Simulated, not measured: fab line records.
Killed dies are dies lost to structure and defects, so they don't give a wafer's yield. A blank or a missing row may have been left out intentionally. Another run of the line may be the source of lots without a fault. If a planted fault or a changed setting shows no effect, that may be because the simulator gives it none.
A lot that was struck, set against a sound lot ; flow gf180mcu ; 43 steps out of a route of 602
Sound: these wafers, L490.3, L490.4, L490.5. Struck: wafers L500.3, L500.5, L500.6. The cause comes at the end.
Order at every step that has rows: each side's tool, ch and its chambers, its first start. Under that, the readings that differ: sound wafers ; struck wafers ; difference of the means ; sigmas: that difference in standard deviations of wafers without a fault.
alike: same words and numbers on both sides, and readings whose means sit less than 2 such deviations apart. not compared: any withheld reading, any reading some wafer has no value for, any bound like >300 that may hide the same value, and any number with overlapping values for which the record gives no deviation.
The two part at a step that has a row with sigmas, a row that says differs or no value, or rows on one side only. When numbers do not overlap yet have no deviation, they are printed without sigmas and do not part them. A reading missing from all wafers of one side parts the sides only when that side holds two or more wafers.

first, 2 steps without rows for these wafers: GF_HV_LDD_PEB_44; GF_HV_LDD_DEVELOP_45 (develop time 60 s).
GF_HV_LDD_CD_MEAS_46: target cd 400 nm.
  struck on cdSem-01, day 15 22:12; sound on cdSem-01, day 12 13:21
  alike: cdNm
GF_HV_LDD_OVL_MEAS_47:
  struck on overlay-01, day 15 22:17; sound on overlay-02, day 12 13:26
  alike: HV_LDD_03_OVL
next, for these wafers, 1 step has no rows: GF_HV_LDD_IMPLANT_48.
GF_HV_LDD_STRIP_49: strips in O2/N2.
  sound on plasmaAsher-02 ch 0,1, day 12 13:39; struck on plasmaAsher-04 ch 0,1, day 15 22:29
reading;sound;struck;difference;sigmas
stripTimeToEndpointS (s);12.72 12.71 12.72;12.58 12.59 12.60;-0.13;-3
  alike: drypumpMotorCurrentA, heaterPowerW, oesProductAu
  not compared: rfHoursCounterH
GF_HV_LDD_TW_MEAS_50:
  struck on filmMetro-02, day 15 22:35; sound on filmMetro-03, day 12 13:44
  alike: HV_LDD_4_TW
then, 1 step without rows for these wafers: GF_HV_LDD_CLEAN_51 (cleans in SC1/SC2, time 150 s).
GF_HV_LDD_RTA_52: time 10 s.
  sound on rtpAnneal-01 ch 0, day 12 13:51; struck on rtpAnneal-01 ch 0, day 15 22:41
  alike: lampPowerPct, wafer_temp_C_max
GF_HV_LDD_RS_MEAS_53: the measuring method here is four-point-probe.
  struck on filmMetro-04, day 15 22:47; sound on filmMetro-02, day 12 13:56
  alike: HV_LDD_RS
then, 1 step without rows for these wafers: GF_HV_LDD_CVD_54 (deposits SiO2 from TEOS, target thk 10 nm, time 75 s).
GF_HV_LDD_THK_MEAS_55:
  struck on filmMetro-03, day 15 23:54; sound on filmMetro-04, day 12 15:05
  alike: HV_LDD_CVD_54_THK
GF_HV_LDD_CVD_56: deposits Si3N4 from DCS/NH3, target thk 90 nm, time 1543 s.
  sound on lpcvd-01 ch 1, day 12 15:07; struck on lpcvd-02 ch 0, day 15 23:56
GF_HV_LDD_THK_MEAS_57:
  struck on filmMetro-03, day 16 02:06; sound on filmMetro-03, day 12 16:34
  alike: HV_LDD_CVD_56_THK
GF_HV_LDD_ETCHBACK_58: etches Si3N4 in CH3F/O2, stops on SiO2, time 100 s, target depth 90 nm.
  sound on rieDiel-04 ch 1,2,3, day 12 16:37; struck on rieDiel-02 ch 2,3, day 16 02:08
  alike: drypumpMotorCurrentA, oesProductAu, throttleValvePct
  not compared: rfHoursCounterH
then, 7 steps without rows for these wafers: GF_NSD_DEHYDRATE_00 (time 60 s); GF_NSD_HMDS_01 (prime time 60 s); GF_NSD_COAT_02 (resist thk 1000 nm); GF_NSD_SOFTBAKE_03 (time 60 s); GF_NSD_EXPOSE_04 (exposes mask Nplus, target cd 400 nm); GF_NSD_PEB_05; GF_NSD_DEVELOP_06 (develop time 60 s).
GF_NSD_CD_MEAS_07: target cd 400 nm.
  struck on cdSem-02, day 17 00:24; sound on cdSem-02, day 13 12:57
  alike: cdNm
GF_NSD_OVL_MEAS_08:
  struck on overlay-02, day 17 00:29; sound on overlay-01, day 13 13:02
  alike: NSD_OVL
then, 2 steps without rows for these wafers: GF_NSD_IMPLANT_09; GF_NSD_IMPLANT_10.
GF_NSD_STRIP_11: strips in O2/N2.
  sound on plasmaAsher-03 ch 0,1, day 13 13:24; struck on plasmaAsher-03 ch 0,1, day 17 00:51
reading;sound;struck;difference;sigmas
stripTimeToEndpointS (s);23.06 22.99 22.99;22.92 22.96 22.92;-0.08;-2
  alike: drypumpMotorCurrentA, heaterPowerW, oesProductAu
  not compared: rfHoursCounterH
GF_NSD_TW_MEAS_12:
  struck on filmMetro-01, day 17 00:56; sound on filmMetro-01, day 13 13:29
  alike: NSD_TW
then, 3 steps without rows for these wafers: GF_PSD_DEHYDRATE_00 (time 60 s); GF_PSD_HMDS_01 (prime time 60 s); GF_PSD_COAT_02 (resist thk 1000 nm).
GF_PSD_SOFTBAKE_03: time 61.52 s.
  sound on lithoTrack-04 ch 0, day 13 23:55; struck on lithoTrack-03 ch 0, day 17 11:54
  alike: plateSensorTCentreC, plateSensorTEdgeC
then, 3 steps without rows for these wafers: GF_PSD_EXPOSE_04 (exposes mask Pplus, target cd 400 nm); GF_PSD_PEB_05; GF_PSD_DEVELOP_06 (develop time 60 s).
GF_PSD_CD_MEAS_07: target cd 400 nm.
  struck on cdSem-02, day 17 23:39; sound on cdSem-01, day 14 10:00
  alike: cdNm
GF_PSD_OVL_MEAS_08:
  struck on overlay-02, day 17 23:44; sound on overlay-02, day 14 10:05
  alike: PSD_OVL
then, 2 steps without rows for these wafers: GF_PSD_IMPLANT_09; GF_PSD_STRIP_10 (strips in O2/N2).
GF_PSD_TW_MEAS_11:
  struck on filmMetro-03, day 18 00:02; sound on filmMetro-03, day 14 10:23
  alike: PSD_TW
then, 2 steps without rows for these wafers: GF_PSD_CLEAN_12 (cleans in SC1/SC2, time 150 s); GF_PSD_RTA_13 (time 20 s).
-- the record jumps here: 14 days lie between the struck wafers' starts before and after (it left off in module PSD and takes up again in module PASSIVATION, whose first step shown is number 602 of the route) --
GF_PASSIVATION_PROBE_99:
  only the struck wafers here have rows in the record (prober-01, day 32 01:59); the sound ones have none

== WHERE THEY PART ==
Last at GF_PASSIVATION_PROBE_99 as far as this record goes, first at GF_HV_LDD_STRIP_49.

WHY: what had been put in by the simulator
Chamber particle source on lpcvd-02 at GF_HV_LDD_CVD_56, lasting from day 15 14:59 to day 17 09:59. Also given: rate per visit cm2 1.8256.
